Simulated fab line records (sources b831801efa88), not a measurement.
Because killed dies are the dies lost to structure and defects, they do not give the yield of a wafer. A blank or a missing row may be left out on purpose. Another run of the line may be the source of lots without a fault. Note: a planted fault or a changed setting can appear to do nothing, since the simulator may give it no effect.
Shared-tool check :: flow sky130 :: 11 lots, 36 wafers sampled

REASON FOR OPENING
SKY_SD_N_TW_MEAS_12, reading SD_N_TW: flagged on 1 of 11 lots. No-fault wafers: 3985, standard deviation 32.
Rule: a lot is flagged when every wafer of it that has a number lies more than 4 standard deviations from that mean, or none has a number. The other lots count as sound.

lot: L967
measured: day 28 02:54
on: film_metro-03
SD_N_TW, wafer by wafer: 3946 3963 3964
flag: 

lot: L970
measured: day 30 00:44
on: film_metro-02
SD_N_TW, wafer by wafer: 4002 4008 4018
flag: 

lot: L971
measured: day 30 07:59
on: film_metro-04
SD_N_TW, wafer by wafer: 30 30 30 30 30 30
flag: FLAGGED

lot: L977
measured: day 31 10:16
on: film_metro-04
SD_N_TW, wafer by wafer: 3961 3976 3974
flag: 

lot: L979
measured: day 32 03:45
on: film_metro-02
SD_N_TW, wafer by wafer: 4016 4017 4026
flag: 

lot: L983
measured: day 33 22:11
on: film_metro-02
SD_N_TW, wafer by wafer: 4001 4031 4025
flag: 

lot: L981
measured: day 34 00:35
on: film_metro-04
SD_N_TW, wafer by wafer: 3933 3971 3974
flag: 

lot: L985
measured: day 34 04:52
on: film_metro-04
SD_N_TW, wafer by wafer: 3969 3971 3954
flag: 

lot: L986
measured: day 35 01:11
on: film_metro-02
SD_N_TW, wafer by wafer: 4020 4048 4020
flag: 

lot: L987
measured: day 35 09:56
on: film_metro-03
SD_N_TW, wafer by wafer: 3996 3994 3988
flag: 

lot: L988
measured: day 35 16:23
on: film_metro-02
SD_N_TW, wafer by wafer: 4041 4044 4037
flag: 
Flagged lots average 30: -3955 relative to the usual, that is -99 or more standard deviations.

LOT BY LOT: THE TOOL USED
2 process steps preceding the reading are held in the record, out of 708 steps in the route. Each cell gives the tool, then ch followed by the chambers the sampled wafers passed through, then the start.
lot: L967
flag: 
SKY_RES_XHIGH_STRIP_08: plasma_asher-01 ch 0,1, day 26 21:50
SKY_SD_N_STRIP_11: plasma_asher-03 ch 1, day 28 02:47

lot: L970
flag: 
SKY_RES_XHIGH_STRIP_08: plasma_asher-02 ch 0,1, day 28 20:31
SKY_SD_N_STRIP_11: plasma_asher-01 ch 0,1, day 30 00:38

lot: L971
flag: FLAGGED
SKY_RES_XHIGH_STRIP_08: plasma_asher-02 ch 0,1, day 29 03:22
SKY_SD_N_STRIP_11: plasma_asher-03 ch 0,1, day 30 07:53

lot: L977
flag: 
SKY_RES_XHIGH_STRIP_08: plasma_asher-03 ch 0,1, day 30 06:05
SKY_SD_N_STRIP_11: plasma_asher-01 ch 0,1, day 31 10:10

lot: L979
flag: 
SKY_RES_XHIGH_STRIP_08: plasma_asher-01 ch 0,1, day 30 23:38
SKY_SD_N_STRIP_11: plasma_asher-03 ch 0,1, day 32 03:38

lot: L983
flag: 
SKY_RES_XHIGH_STRIP_08: plasma_asher-01 ch 0,1, day 32 18:43
SKY_SD_N_STRIP_11: plasma_asher-04 ch 0,1, day 33 22:05

lot: L981
flag: 
SKY_RES_XHIGH_STRIP_08: plasma_asher-03 ch 0,1, day 32 21:17
SKY_SD_N_STRIP_11: plasma_asher-03 ch 0,1, day 34 00:29

lot: L985
flag: 
SKY_RES_XHIGH_STRIP_08: plasma_asher-02 ch 0,1, day 33 02:16
SKY_SD_N_STRIP_11: plasma_asher-03 ch 0,1, day 34 04:46

lot: L986
flag: 
SKY_RES_XHIGH_STRIP_08: plasma_asher-03 ch 0,1, day 33 21:50
SKY_SD_N_STRIP_11: plasma_asher-04 ch 0,1, day 35 01:05

lot: L987
flag: 
SKY_RES_XHIGH_STRIP_08: plasma_asher-01 ch 0,1, day 34 06:29
SKY_SD_N_STRIP_11: plasma_asher-04 ch 0,1, day 35 09:50

lot: L988
flag: 
SKY_RES_XHIGH_STRIP_08: plasma_asher-01 ch 0,1, day 34 13:50
SKY_SD_N_STRIP_11: plasma_asher-01 ch 0,1, day 35 16:17
These steps, and what they do:
- SKY_RES_XHIGH_STRIP_08: strips in O2/N2.
- SKY_SD_N_STRIP_11: strips in O2/N2.
- SKY_SD_N_TW_MEAS_12

FLAGGED AGAINST TOTAL, ONE TOOL AT A TIME (gauges that did the reading follow at the end)
step: SKY_RES_XHIGH_STRIP_08
tool: plasma_asher-01
lots run: 5
flagged: 0
share of the flagged lots: none
sound lots run after its first flagged lot: -

step: SKY_RES_XHIGH_STRIP_08
tool: plasma_asher-02
lots run: 3
flagged: 1
share of the flagged lots: all
sound lots run after its first flagged lot: 1 (L985)

step: SKY_RES_XHIGH_STRIP_08
tool: plasma_asher-03
lots run: 3
flagged: 0
share of the flagged lots: none
sound lots run after its first flagged lot: -

step: SKY_SD_N_STRIP_11
tool: plasma_asher-01
lots run: 3
flagged: 0
share of the flagged lots: none
sound lots run after its first flagged lot: -

step: SKY_SD_N_STRIP_11
tool: plasma_asher-03
lots run: 5
flagged: 1
share of the flagged lots: all
sound lots run after its first flagged lot: 3 (L979,L981,L985)

step: SKY_SD_N_STRIP_11
tool: plasma_asher-04
lots run: 3
flagged: 0
share of the flagged lots: none
sound lots run after its first flagged lot: -

step: SKY_SD_N_TW_MEAS_12
tool: film_metro-02
lots run: 5
flagged: 0
share of the flagged lots: none
sound lots run after its first flagged lot: -

step: SKY_SD_N_TW_MEAS_12
tool: film_metro-03
lots run: 2
flagged: 0
share of the flagged lots: none
sound lots run after its first flagged lot: -

step: SKY_SD_N_TW_MEAS_12
tool: film_metro-04
lots run: 4
flagged: 1
share of the flagged lots: all
sound lots run after its first flagged lot: 3 (L977,L981,L985)

WHAT THE TABLE PERMITS
Rows of the table that ran every flagged lot, 3 in all: plasma_asher-02 at SKY_RES_XHIGH_STRIP_08, plasma_asher-03 at SKY_SD_N_STRIP_11, film_metro-04 at SKY_SD_N_TW_MEAS_12.
- plasma_asher-02 at SKY_RES_XHIGH_STRIP_08 ran 3 lots, 1 of them flagged. Lots that were sound ran on it after the first flagged one (L985); a persistent fault on the entire tool would not allow that. Its own readings (oes_product_au) fall more than 4 standard deviations out on all wafers of the flagged lots.
- plasma_asher-03 at SKY_SD_N_STRIP_11 ran 5 lots, 1 of them flagged. Lots that were sound ran on it after the first flagged one (L979, L981, L985); a persistent fault on the entire tool would not allow that. Its own readings (oes_product_au, strip_time_to_endpoint_s) fall more than 4 standard deviations out on all wafers of the flagged lots.
- film_metro-04 at SKY_SD_N_TW_MEAS_12 ran 4 lots, 1 of them flagged. Lots that were sound ran on it after the first flagged one (L977, L981, L985); a persistent fault on the entire tool would not allow that.
Not one row of the table ran every flagged lot while running no sound lot after the first.

WHAT HAD BEEN PUT IN BY THE SIMULATOR
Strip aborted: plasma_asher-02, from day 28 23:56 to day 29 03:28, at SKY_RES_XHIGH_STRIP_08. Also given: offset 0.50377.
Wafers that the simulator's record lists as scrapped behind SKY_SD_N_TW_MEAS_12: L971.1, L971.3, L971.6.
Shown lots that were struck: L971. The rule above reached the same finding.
